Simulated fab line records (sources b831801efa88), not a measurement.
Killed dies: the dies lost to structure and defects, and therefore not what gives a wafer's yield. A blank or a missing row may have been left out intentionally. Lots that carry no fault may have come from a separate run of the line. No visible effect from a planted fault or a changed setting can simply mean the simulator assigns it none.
fab line records -- flow sky130
[record] lots = 11, wafers = 32, lastDay = 49
route steps=708 shown SD_N@353 LI_CONTACT@376 CONTACT@420 VIA1@458 PAD_OPEN@708
lots that met no fault: taken from a fault-free run of the same line
startH: hours from the record's opening day to when the first of the lot's shown wafers began -- waitH: hours since the lot's step before -- " same as the row above -- L1.1+2: a row that stands for several wafers -- - no value, or no start given -- * or withheld: withheld -- < > ~ a bound
route shown NAME@n: NAME is a module with steps in the file, n the number in the route of the first one -- usual: mean/standard deviation taken from wafers without a fault -- same: alike in all rows -- chamber/n: place in a boat -- sites: readings site by site -- _std_site: their standard deviation -- _edge_site: inner sites' mean taken away from outer sites' mean -- radiusMm: how far each site lies from the wafer's centre -- mask NAME#n: copy n -- behind: tool/chamber where the wafer was last shaped -- hold: reason for holding the lot/hours on hold/outcome of the hold -- device: the transistor (n, p or np) that didn't switch -- end of line: tests of these same wafers at the route's end -- a step with no rows: only its recipe -- killed: the dies lost at the first sort to structure and to defects; this is not the yield of the wafer -- map: a wafer's dies, x killed, . not, _ none there
set.NAME: the setting as run; set.NAME@STEP: as run at that earlier step -- model.NAME: the simulator's own value behind a step, which no gauge read
a sample of lots followed through the steps of the route, with each step as a table and each wafer as a row
services: from which hour (startH, from the record's first day; less than 0 if before it) a tool's chamber was out of use, for how many hours, and why
[[steps]]
[step SKY_SD_N_STRIP_11]
[recipe] chemistry = O2/N2, powerW = 1400, pressureMtorr = 1500, platenTempC = withheld, o2FlowSccm = 3000, n2FlowSccm = 300, overashFraction = 0.5
[usual] drypumpMotorCurrentA = 5.57/0.15, oesProductAu = 0.528/0.0048, stripTimeToEndpointS = 22.55/0.049
lot.wafer,tool,chamber,startH,waitH,drypumpMotorCurrentA,oesProductAu,rfHoursCounterH,stripTimeToEndpointS
L564.4,plasmaAsher-04,1,647.24,0.1,5.34,0.528,-,22.60
L564.5,plasmaAsher-04,0,647.24,0.1,5.86,0.528,-,22.55
L564.6,plasmaAsher-04,1,647.24,0.1,5.34,0.526,-,22.53
L565.2,plasmaAsher-04,0,666.71,0.1,5.87,0.527,58,22.51
L565.5,plasmaAsher-04,0,666.71,0.1,5.86,0.524,-,22.57
L565.6,plasmaAsher-04,1,666.71,0.1,5.37,0.520,-,22.55
L567.1,plasmaAsher-01,1,672.17,0.1,5.52,0.526,101,22.53
L567.3,plasmaAsher-01,0,672.17,0.1,5.55,0.531,-,22.56
L567.5,plasmaAsher-01,1,672.17,0.1,5.53,0.523,-,22.49
L568.2,plasmaAsher-01,1,677.69,0.1,5.52,0.535,101,22.62
L568.4,plasmaAsher-01,0,677.69,0.1,5.54,0.524,-,22.58
L568.6,plasmaAsher-01,0,677.69,0.1,5.60,0.537,-,22.56
L572.2,plasmaAsher-01,0,724.04,0.1,5.56,0.524,106,22.44
L572.3,plasmaAsher-01,1,724.04,0.1,5.55,0.531,-,22.51
L572.6,plasmaAsher-01,1,724.04,0.1,5.55,0.531,-,22.45
L574.1,plasmaAsher-03,0,733.51,0.1,5.56,0.525,29,22.54
L574.3,plasmaAsher-03,1,733.51,0.1,5.59,0.523,-,22.53
L574.5,plasmaAsher-03,1,733.51,0.1,5.58,0.525,-,22.52
L575.2,plasmaAsher-03,0,738.49,0.1,5.55,0.537,29,22.57
L575.3,plasmaAsher-03,0,738.49,0.1,5.56,0.528,-,22.52
L575.5,plasmaAsher-03,1,738.49,0.1,5.58,0.534,-,22.49
L576.1,plasmaAsher-01,0,750.34,0.1,5.58,0.531,1,22.56
L576.2,plasmaAsher-01,1,750.34,0.1,5.54,0.532,1,22.54
L576.6,plasmaAsher-01,1,750.34,0.1,5.51,0.537,-,22.53
L577.2,plasmaAsher-04,0,756.18,0.1,5.87,0.530,65,22.57
L577.4,plasmaAsher-04,1,756.18,0.1,5.35,0.523,-,22.54
L577.5,plasmaAsher-04,1,756.18,0.1,5.35,0.526,-,22.59
L578.1,plasmaAsher-01,0,764.69,0.1,5.56,0.527,2,22.55
L578.3,plasmaAsher-01,1,764.69,0.1,5.52,0.532,-,22.55
L578.5,plasmaAsher-01,0,764.69,0.1,5.57,0.535,-,22.52
L580.4,plasmaAsher-04,1,775.99,0.1,5.35,0.518,-,22.57
L580.6,plasmaAsher-04,0,775.99,0.1,5.86,0.526,-,22.60
[step SKY_LI_CONTACT_ETCH_14]
[recipe] chemistry = N2/H2, target = BARC, ionEnergyEv = 200, sourceW = 500, biasW = 100, pressureMtorr = 30, n2FlowSccm = 100, h2FlowSccm = 200, stopOn = SiO2, timeS = 45.9, targetDepthA = 600
[usual] drypumpMotorCurrentA = 5.7/0.46, oesProductAu = 0.855/0.005, rfFwdPowerW = 494.8/2.1, throttleValvePct = 13.223/0.0088
lot.wafer,tool,chamber,startH,waitH,drypumpMotorCurrentA,oesProductAu,rfFwdPowerW,rfHoursCounterH,throttleValvePct
L564.4,rieDiel-03,2,676.91,0.0,5.8,0.849,496.7,3,13.216
L564.5,rieDiel-03,2,676.91,0.0,5.8,0.850,495.5,-,13.236
L564.6,rieDiel-03,3,676.91,0.0,5.2,0.855,492.6,-,13.226
L565.2,rieDiel-04,1,696.51,0.0,5.1,0.868,498.7,11,13.224
L565.5,rieDiel-04,0,696.51,0.0,5.5,0.859,493.7,-,13.216
L565.6,rieDiel-04,1,696.51,0.0,5.2,0.854,497.1,-,13.216
L567.1,rieDiel-01,3,701.16,0.0,6.3,0.857,498.2,2,13.223
L567.3,rieDiel-01,2,701.16,0.0,5.2,0.851,497.6,12,13.248
L567.5,rieDiel-01,0,701.16,0.0,5.4,0.850,496.7,-,13.223
L568.2,rieDiel-04,3,707.52,0.0,6.5,0.851,494.3,20,13.213
L568.4,rieDiel-04,1,707.52,0.0,5.2,0.857,496.3,11,13.224
L568.6,rieDiel-04,1,707.52,0.0,5.2,0.854,495.5,-,13.211
L572.2,rieDiel-04,0,752.97,0.0,5.5,0.856,494.9,11,13.215
L572.3,rieDiel-04,1,752.97,0.0,5.1,0.859,493.2,12,13.225
L572.6,rieDiel-04,1,752.97,0.0,5.1,0.853,495.0,-,13.218
L574.1,rieDiel-03,2,762.77,0.0,5.9,0.859,500.0,4,13.224
L574.3,rieDiel-03,3,762.77,0.0,5.2,0.859,494.0,3,13.211
L574.5,rieDiel-03,3,762.77,0.0,5.2,0.855,493.4,-,13.208
L575.2,rieDiel-04,2,766.77,0.0,5.6,0.850,493.4,10,13.227
L575.3,rieDiel-04,1,766.77,0.0,5.2,0.854,494.8,13,13.216
L575.5,rieDiel-04,2,766.77,0.0,5.6,0.855,493.6,-,13.227
L576.1,rieDiel-04,1,779.20,0.0,5.1,0.855,499.0,13,13.207
L576.2,rieDiel-04,3,779.20,0.0,6.5,0.850,492.8,22,13.220
L576.6,rieDiel-04,3,779.20,0.0,6.5,0.852,491.0,-,13.224
L577.2,rieDiel-03,2,784.16,0.0,5.9,0.853,496.1,5,13.228
L577.4,rieDiel-03,3,784.16,0.0,5.2,0.862,493.4,3,13.231
L577.5,rieDiel-03,1,784.16,0.0,6.4,0.853,495.3,-,13.223
L578.1,rieDiel-01,2,793.57,0.0,5.2,0.857,494.5,15,13.230
L578.3,rieDiel-01,1,793.57,0.0,5.6,0.855,495.2,1,13.233
L578.5,rieDiel-01,1,793.57,0.0,5.7,0.858,496.4,-,13.229
L580.4,rieDiel-01,1,803.92,0.0,5.6,0.853,492.6,1,13.237
L580.6,rieDiel-01,2,803.92,0.0,5.2,0.861,491.5,-,13.216
[step SKY_CONTACT_CD_MEAS_14]
[recipe] targetCdNm = 170
[usual] cdNm = 170.1/1.7
lot.wafer,tool,chamber,startH,waitH,cdNm
L564.4,cdSem-01,-,736.02,-,170.3
L564.5,cdSem-01,-,736.02,-,168.8
L564.6,cdSem-01,-,736.02,-,169.4
L565.2,cdSem-01,-,754.94,-,171.7
L565.5,cdSem-01,-,754.94,-,170.0
L565.6,cdSem-01,-,754.94,-,170.1
L567.1,cdSem-01,-,758.37,-,171.5
L567.3,cdSem-01,-,758.37,-,170.8
L567.5,cdSem-01,-,758.37,-,172.1
L568.2,cdSem-02,-,766.20,-,170.4
L568.4,cdSem-02,-,766.20,-,169.5
L568.6,cdSem-02,-,766.20,-,169.6
L572.2,cdSem-02,-,809.00,-,171.8
L572.3,cdSem-02,-,809.00,-,172.9
L572.6,cdSem-02,-,809.00,-,172.3
L574.1,cdSem-01,-,818.37,-,171.0
L574.3,cdSem-01,-,818.37,-,170.8
L574.5,cdSem-01,-,818.37,-,171.7
L575.2,cdSem-01,-,822.45,-,173.7
L575.3,cdSem-01,-,822.45,-,170.2
L575.5,cdSem-01,-,822.45,-,172.7
L576.1,cdSem-01,-,835.17,-,168.6
L576.2,cdSem-01,-,835.17,-,169.2
L576.6,cdSem-01,-,835.17,-,169.2
L577.2,cdSem-01,-,840.75,-,169.8
L577.4,cdSem-01,-,840.75,-,169.6
L577.5,cdSem-01,-,840.75,-,169.0
L578.1,cdSem-02,-,848.77,-,172.1
L578.3,cdSem-02,-,848.77,-,171.6
L578.5,cdSem-02,-,848.77,-,174.2
L580.4,cdSem-02,-,859.58,-,171.2
L580.6,cdSem-02,-,859.58,-,168.9
[step SKY_VIA1_HDPCVD_00]
[recipe] material = SiO2, targetThkNm = 1030, sigmaOpenFrac = 0.3, timeS = 171.7, tempC = 400, sih4FlowSccm = 60, pressureMtorr = 6
[usual] runLengthS = 199.7/0.52, sih4FlowSccm = 60.00/0.21
lot.wafer,tool,chamber,startH,waitH,runLengthS,sih4FlowSccm
L564.4,hdpcvd-02,1,765.61,0.1,199.4,60.03
L564.5,hdpcvd-02,2,765.61,0.1,200.0,59.55
L564.6,hdpcvd-02,0,765.61,0.1,198.6,59.61
L565.2,hdpcvd-01,0,784.90,0.0,200.0,60.24
L565.5,hdpcvd-01,1,784.90,0.0,199.6,59.76
L565.6,hdpcvd-01,0,784.90,0.0,199.7,60.26
L567.1,hdpcvd-02,2,787.36,0.0,200.0,60.01
L567.3,hdpcvd-02,0,787.36,0.0,198.9,59.83
L567.5,hdpcvd-02,1,787.36,0.0,199.7,59.89
L568.2,hdpcvd-02,0,795.67,0.0,199.1,59.78
L568.4,hdpcvd-02,1,795.67,0.0,199.7,60.14
L568.6,hdpcvd-02,2,795.67,0.0,200.2,60.09
L572.2,hdpcvd-02,1,838.62,0.0,199.4,60.21
L572.3,hdpcvd-02,2,838.62,0.0,199.5,60.40
L572.6,hdpcvd-02,2,838.62,0.0,199.4,60.20
L574.1,hdpcvd-02,0,847.63,0.0,199.0,59.73
L574.3,hdpcvd-02,1,847.63,0.0,199.8,59.82
L574.5,hdpcvd-02,0,847.63,0.0,199.5,59.65
L575.2,hdpcvd-01,0,851.62,0.0,199.5,60.28
L575.3,hdpcvd-01,1,851.62,0.0,199.5,60.12
L575.5,hdpcvd-01,1,851.62,0.0,199.2,60.28
L576.1,hdpcvd-01,0,864.37,0.0,199.7,59.89
L576.2,hdpcvd-01,1,864.37,0.0,199.3,59.72
L576.6,hdpcvd-01,1,864.37,0.0,199.5,59.58
L577.2,hdpcvd-01,0,869.64,0.0,200.0,59.98
L577.4,hdpcvd-01,1,869.64,0.0,155.1,60.29
L577.5,hdpcvd-01,0,869.64,0.0,199.9,60.21
L578.1,hdpcvd-01,0,878.06,0.0,155.3,60.05
L578.3,hdpcvd-01,1,878.06,0.0,200.0,59.85
L578.5,hdpcvd-01,1,878.06,0.0,199.9,59.96
L580.4,hdpcvd-01,1,888.33,0.1,155.2,59.83
L580.6,hdpcvd-01,0,888.33,0.1,200.0,59.96
[step SKY_VIA1_THK_MEAS_01]
[recipe] reads = SiO2_of_VIA1_HDPCVD_00
[usual] VIA1_HDPCVD_THK = 1032/10
lot.wafer,tool,chamber,startH,waitH,hold,VIA1_HDPCVD_THK[nm]
L564.4,filmMetro-01,-,765.70,0.0,-,1029
L564.5,filmMetro-01,-,765.70,0.0,-,1034
L564.6,filmMetro-01,-,765.70,0.0,-,1031
L565.2,filmMetro-04,-,785.08,0.1,-,1037
L565.5,filmMetro-04,-,785.08,0.1,-,1039
L565.6,filmMetro-04,-,785.08,0.1,-,1033
L567.1,filmMetro-04,-,787.47,0.1,-,1028
L567.3,filmMetro-04,-,787.47,0.1,-,1021
L567.5,filmMetro-04,-,787.47,0.1,-,1030
L568.2,filmMetro-04,-,795.80,0.1,-,1009
L568.4,filmMetro-04,-,795.80,0.1,-,1007
L568.6,filmMetro-04,-,795.80,0.1,-,1011
L572.2,filmMetro-01,-,838.75,0.1,-,1041
L572.3,filmMetro-01,-,838.75,0.1,-,1034
L572.6,filmMetro-01,-,838.75,0.1,-,1036
L574.1,filmMetro-03,-,847.74,0.1,-,1028
L574.3,filmMetro-03,-,847.74,0.1,-,1038
L574.5,filmMetro-03,-,847.74,0.1,-,1028
L575.2,filmMetro-01,-,851.74,0.1,-,1041
L575.3,filmMetro-01,-,851.74,0.1,-,1053
L575.5,filmMetro-01,-,851.74,0.1,-,1042
L576.1,filmMetro-01,-,864.49,0.1,-,1041
L576.2,filmMetro-01,-,864.49,0.1,-,1042
L576.6,filmMetro-01,-,864.49,0.1,-,1036
L577.2,filmMetro-01,-,869.77,0.1,awaitDispo/0.2h/release,1046
L577.4,filmMetro-01,-,869.77,0.1,awaitDispo/0.2h/release,788
L577.5,filmMetro-01,-,869.77,0.1,awaitDispo/0.2h/release,1033
L577.2,filmMetro-01,-,869.99,0.2,-,1045
L577.4,filmMetro-01,-,869.99,0.2,-,788
L577.5,filmMetro-01,-,869.99,0.2,-,1035
L578.1,filmMetro-04,-,878.18,0.1,awaitDispo/0.2h/release,784
L578.3,filmMetro-04,-,878.18,0.1,awaitDispo/0.2h/release,1053
L578.5,filmMetro-04,-,878.18,0.1,awaitDispo/0.2h/release,1035
L578.1,filmMetro-04,-,878.40,0.2,-,784
L578.3,filmMetro-04,-,878.40,0.2,-,1052
L578.5,filmMetro-04,-,878.40,0.2,-,1034
L580.4,filmMetro-04,-,888.41,0.0,awaitDispo/0.2h/release,767
L580.6,filmMetro-04,-,888.41,0.0,awaitDispo/0.2h/release,1030
L580.4,filmMetro-04,-,888.64,0.2,-,768
L580.6,filmMetro-04,-,888.64,0.2,-,1030
[step SKY_PAD_OPEN_PROBE_99]
[usual] defectLimitedYield = 82.5/2, killed_at_M0_to_M3 = 44/7, killed_at_M4_up = 3.0/1.7, killedAtContacts = 24/5.2, killedAtFrontEnd = 15/4.8, killedAtOther = 0.2/0.56, killedDies = 86/9.7, killedOpen = 47/7.1, killedShort = 39/6.3, sort_bin_3_pad_short = 0.9/0.4, sort_bin_5_function = 10.3/1.6, sort_bin_6_memory = 6.3/1.2, sortNPass = 406/9.7, sortYieldPct = 82.5/2
[same] grossDies = 492, killedAtBackSide = 0, sort_bin_4_leakage[%] = 0, sort_bin_8_speed[%] = 0
lot.wafer,tool,chamber,startH,waitH,defectLimitedYield[%],killed_at_M0_to_M3,killed_at_M4_up,killedAtContacts,killedAtFrontEnd,killedAtOther,killedDies,killedOpen,killedShort,sort_bin_3_pad_short[%],sort_bin_5_function[%],sort_bin_6_memory[%],sortNPass,sortYieldPct[%]
L568.2,prober-02,-,1102.80,0.1,83.3,35,4,25,18,0,82,47,35,0.2,10.8,5.7,410,83.3
L568.4,prober-02,-,1102.90,0.2,86.6,37,6,14,9,0,66,31,35,1.2,6.7,5.5,426,86.6
L568.6,prober-02,-,1103.00,0.2,85.2,38,5,19,11,0,73,33,39,0.6,7.9,6.3,419,85.2
L572.2,prober-02,-,1137.34,0.1,83.5,43,1,24,13,0,81,53,28,0.2,10.0,6.3,411,83.5
L572.3,prober-02,-,1137.39,0.2,85.2,45,2,18,8,0,73,41,32,0.8,8.9,5.1,419,85.2
L572.6,prober-02,-,1137.54,0.2,83.3,37,5,23,17,0,82,51,31,0.4,9.8,6.5,410,83.3
L574.1,prober-02,-,1141.12,0.1,82.7,46,4,23,12,0,85,39,46,1.2,11.2,4.9,407,82.7
L574.3,prober-02,-,1141.22,0.2,80.7,44,8,21,22,0,95,48,46,1.0,9.1,9.1,397,80.7
L574.5,prober-02,-,1141.32,0.2,85.8,34,4,25,7,0,70,37,33,1.2,6.7,6.3,422,85.8
L575.2,prober-01,-,1144.82,0.1,84.6,47,0,20,9,0,76,42,32,1.0,9.1,5.3,416,84.6
L575.5,prober-01,-,1144.97,0.2,82.9,47,1,22,14,0,84,42,42,0.6,8.9,7.5,408,82.9
L577.2,prober-01,-,1159.59,0.1,81.5,51,4,21,14,1,91,51,39,0.6,12.8,5.1,401,81.5
L577.4,prober-01,-,1159.69,0.2,80.5,41,3,24,26,2,96,59,36,0.6,12.4,6.5,396,80.5
L577.5,prober-01,-,1159.74,0.2,80.7,52,3,25,14,1,95,52,43,1.8,10.8,6.7,397,80.7
L578.1,prober-02,-,1163.82,0.1,82.9,35,2,27,19,1,84,37,47,1.4,10.4,5.3,408,82.9
L578.3,prober-02,-,1163.92,0.2,83.3,46,6,19,10,1,82,45,37,0.6,9.3,6.7,410,83.3
L578.5,prober-02,-,1164.02,0.2,80.9,42,3,28,21,0,94,49,45,0.6,12.2,6.3,398,80.9
L580.4,prober-01,-,1170.84,0.2,84.3,32,4,23,17,1,77,42,35,1.0,9.3,5.3,415,84.3
L580.6,prober-01,-,1170.94,0.2,84.3,46,2,17,12,0,77,41,36,0.6,9.6,5.5,415,84.3
// killed by level:class
L568.2 CONTACT:geometricParticle:open=12 VIA3:geometricParticle:open=6 LI_CONTACT:geometricParticle:open=6 METAL1:geometricParticle:short=6 VIA1:geometricParticle:open=5 METAL2:geometricParticle:short=5 FIELD_ISO:geometricParticle:open=4 VIA1:geometricParticle:short=4
L568.4 VIA2:geometricParticle:open=7 CONTACT:geometricParticle:open=6 METAL2:geometricParticle:short=6 METAL4:geometricParticle:short=6 FIELD_ISO:geometricParticle:short=4 LI_CONTACT:geometricParticle:open=4 VIA1:geometricParticle:short=4 VIA1:geometricParticle:open=4
L568.6 VIA2:geometricParticle:open=9 METAL2:geometricParticle:short=8 CONTACT:geometricParticle:open=6 VIA1:geometricParticle:open=5 FIELD_ISO:geometricParticle:short=4 VIA3:geometricParticle:open=4 CONTACT:geometricParticle:short=4 LI_CONTACT:geometricParticle:short=3
L572.2 CONTACT:geometricParticle:open=13 VIA1:geometricParticle:open=11 VIA2:geometricParticle:open=9 VIA3:geometricParticle:open=5 FIELD_ISO:geometricParticle:short=4 LI_CONTACT:geometricParticle:open=4 VIA1:geometricParticle:short=4 METAL2:geometricParticle:open=4
L572.3 VIA1:geometricParticle:open=12 VIA3:geometricParticle:open=10 LI_CONTACT:geometricParticle:open=6 VIA1:geometricParticle:short=6 VIA2:geometricParticle:open=5 CONTACT:geometricParticle:open=4 LI_CONTACT:geometricParticle:short=3 CONTACT:geometricParticle:short=3
L572.6 VIA3:geometricParticle:open=11 CONTACT:geometricParticle:open=9 VIA1:geometricParticle:open=7 LI_CONTACT:geometricParticle:open=6 VIA2:geometricParticle:open=5 FIELD_ISO:geometricParticle:open=4 POLY_GATE:geometricParticle:short=4 LI_CONTACT:geometricParticle:short=4
L574.1 VIA2:geometricParticle:open=11 METAL1:geometricParticle:short=10 VIA1:geometricParticle:short=7 LOCAL_INTERCONNECT:geometricParticle:short=6 LI_CONTACT:geometricParticle:open=5 FIELD_ISO:geometricParticle:open=4 CONTACT:geometricParticle:open=4 LI_CONTACT:geometricParticle:short=4
L574.3 VIA1:geometricParticle:open=12 FIELD_ISO:geometricParticle:short=10 CONTACT:geometricParticle:open=9 VIA3:geometricParticle:open=7 METAL4:geometricParticle:short=6 VIA1:geometricParticle:short=5 CONTACT:geometricParticle:short=4 VIA2:geometricParticle:open=4
L574.5 METAL1:geometricParticle:short=8 VIA1:geometricParticle:open=8 CONTACT:geometricParticle:short=7 CONTACT:geometricParticle:open=7 LI_CONTACT:geometricParticle:open=5 VIA2:geometricParticle:open=5 METAL4:geometricParticle:short=4 SPACER:geometricParticle:open=3
L575.2 VIA1:geometricParticle:open=15 CONTACT:geometricParticle:open=7 METAL1:geometricParticle:short=5 VIA2:geometricParticle:open=5 VIA2:geometricParticle:short=5 CONTACT:geometricParticle:short=4 LOCAL_INTERCONNECT:geometricParticle:short=4 LI_CONTACT:geometricParticle:open=3
L575.5 CONTACT:geometricParticle:open=10 METAL2:geometricParticle:short=10 VIA3:geometricParticle:open=9 VIA1:geometricParticle:open=8 VIA2:geometricParticle:open=7 LI_CONTACT:geometricParticle:open=4 VIA1:geometricParticle:short=4 FIELD_ISO:geometricParticle:open=3
L577.2 VIA1:geometricParticle:open=10 VIA2:geometricParticle:open=9 CONTACT:geometricParticle:open=8 VIA3:geometricParticle:open=6 METAL1:geometricParticle:short=5 VIA1:geometricParticle:short=4 FIELD_ISO:geometricParticle:short=4 LI_CONTACT:geometricParticle:open=4
L577.4 VIA1:geometricParticle:open=11 LI_CONTACT:geometricParticle:open=10 VIA3:geometricParticle:open=9 FIELD_ISO:geometricParticle:open=8 CONTACT:geometricParticle:open=8 FIELD_ISO:geometricParticle:short=6 POLY_GATE:geometricParticle:short=6 METAL1:geometricParticle:short=5
L577.5 VIA1:geometricParticle:open=15 CONTACT:geometricParticle:open=12 VIA3:geometricParticle:open=7 METAL2:geometricParticle:short=7 METAL1:geometricParticle:short=5 FIELD_ISO:geometricParticle:short=5 FIELD_ISO:geometricParticle:open=5 VIA2:geometricParticle:short=5
L578.1 CONTACT:geometricParticle:open=8 VIA1:geometricParticle:open=8 LOCAL_INTERCONNECT:geometricParticle:short=7 METAL1:geometricParticle:short=7 VIA2:geometricParticle:open=6 CONTACT:geometricParticle:short=5 POLY_GATE:geometricParticle:short=5 LI_CONTACT:geometricParticle:open=5
L578.3 VIA1:geometricParticle:open=11 VIA1:geometricParticle:short=7 VIA3:geometricParticle:open=7 LI_CONTACT:geometricParticle:open=6 METAL2:geometricParticle:short=6 VIA2:geometricParticle:open=6 CONTACT:geometricParticle:open=5 METAL1:geometricParticle:short=5
L578.5 LI_CONTACT:geometricParticle:open=10 VIA3:geometricParticle:open=9 VIA1:geometricParticle:open=9 LOCAL_INTERCONNECT:geometricParticle:short=6 METAL1:geometricParticle:short=6 POLY_GATE:geometricParticle:short=5 CONTACT:geometricParticle:open=5 FIELD_ISO:geometricParticle:short=4
L580.4 CONTACT:geometricParticle:open=11 VIA1:geometricParticle:open=8 FIELD_ISO:geometricParticle:open=7 LI_CONTACT:geometricParticle:open=6 METAL2:geometricParticle:short=5 VIA3:geometricParticle:short=5 POLY_GATE:geometricParticle:short=4 METAL3:geometricParticle:short=4
L580.6 METAL2:geometricParticle:short=10 METAL1:geometricParticle:short=8 VIA1:geometricParticle:open=8 CONTACT:geometricParticle:open=7 VIA2:geometricParticle:open=6 LI_CONTACT:geometricParticle:open=4 METAL1:geometricParticle:open=4 VIA1:geometricParticle:short=4
[[services]]
tool,chamber,startH,hours,kind
rieDiel-04,2,629.91,4.8,repair
hdpcvd-01,-,637.45,0.8,repair
hdpcvd-02,-,639.19,5.5,pm
rieDiel-04,1,646.07,7.2,repair
hdpcvd-01,-,650.75,15.0,pm
hdpcvd-01,-,651.74,1.0,repair
rieDiel-04,1,656.10,8.9,repair
plasmaAsher-01,-,668.19,2.0,repair
plasmaAsher-04,-,679.46,2.8,pm
rieDiel-03,1,685.64,10.2,repair
plasmaAsher-04,-,692.07,13.4,repair
plasmaAsher-04,-,706.34,2.1,repair
hdpcvd-02,0,712.68,14.3,repair
hdpcvd-02,2,733.27,14.2,repair
plasmaAsher-04,-,733.33,7.1,repair
plasmaAsher-01,-,733.75,9.0,pm
hdpcvd-01,-,756.67,1.5,repair
rieDiel-04,-,756.97,0.8,repair
rieDiel-04,0,763.82,20.8,repair
hdpcvd-01,2,767.88,36.3,repair
plasmaAsher-01,-,793.08,2.8,pm
hdpcvd-02,-,831.40,6.0,pm
rieDiel-04,1,845.43,15.9,repair
rieDiel-04,0,879.29,1.7,repair
[[key]]
[firstSign] step = SKY_VIA1_HDPCVD_00, reading = runLengthS, direction = down, sigmas = 85, usual = *, struck = *
[effect] step = SKY_VIA1_THK_MEAS_01, reading = visit, direction = added
[effect] step = SKY_VIA1_THK_MEAS_01, reading = VIA1_HDPCVD_THK, direction = down, sigmas = 24, usual = 1032, struck = 780
metAt SKY_VIA1_HDPCVD_00
struckLots L577,L578,L580
struckWafers L577.4,L578.1,L580.4
notActingAt SKY_SD_N_STRIP_11,SKY_LI_CONTACT_ETCH_14,SKY_CONTACT_CD_MEAS_14
onsetBetween 864.37 869.64
[fault] kind = processParameterDrift, tool = hdpcvd-01, chamber = -, onsetH = 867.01, steps = SKY_VIA1_HDPCVD_00, channel = timeS, offset = *, shape = step, endH = 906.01, scope = struckWafersOnly, actsIn = *, stated = *
